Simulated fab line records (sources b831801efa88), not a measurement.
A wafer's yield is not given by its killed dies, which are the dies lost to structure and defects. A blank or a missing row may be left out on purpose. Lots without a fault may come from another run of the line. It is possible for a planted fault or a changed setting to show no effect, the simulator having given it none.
Chamber matching | flow sky130 | 4 sister chambers for SKY_VIA4_ETCH_12 on rie_diel-02
The step etches SiO2 in C4F8/O2/Ar, stops on TiN, target depth 580 nm. 4 wafers are shown with their chamber, then 7 later ones without.

WAFERS PAIRED WITH THEIR CHAMBERS
wafer  | chamber | rf_fwd_power_W (W)
L107.3 | 1       | 1492
L107.5 | 3       | 1495
L108.1 | 0       | 1478
L108.3 | 2       | 1482

WAFERS WITHOUT THEIR CHAMBER
wafer  | rf_fwd_power_W (W)
L108.5 | 1486
L121.1 | 1486
L121.4 | 1490
L121.5 | 1490
L120.1 | 1495
L120.2 | 1491
L120.6 | 1499

WHICH CHAMBER EACH ONE RAN IN
wafer  | from the rows above               | in truth
L108.5 | can't be placed: 2 or 1 or 0 or 3 | 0
L121.1 | can't be placed: 2 or 1 or 0 or 3 | 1
L121.4 | can't be placed: 1 or 3           | 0
L121.5 | can't be placed: 1 or 3           | 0
L120.1 | can't be placed: 3 or 1           | 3
L120.2 | can't be placed: 1 or 3           | 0
L120.6 | can't be placed: 3 or 1           | 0
Correctly placed: 0 of 7. From these rows, 7 cannot be placed; in 3 the true chamber is one of the candidates. Wrongly placed: 0.
How it was worked out, from the rows above alone: a wafer's distance from a chamber is the root of the sum, over the readings, of the square of ((its reading less the chamber's mean) divided by the reading's scatter). If the next closest chamber is less than 2 further off than the closest, the wafer can't be placed; otherwise it belongs to the closest. For every chamber, the mean is computed from those of its wafers that are shown. The scatter: with one shown wafer a chamber, the root of the mean of the squares of how far each hidden wafer lies from its nearest shown one.
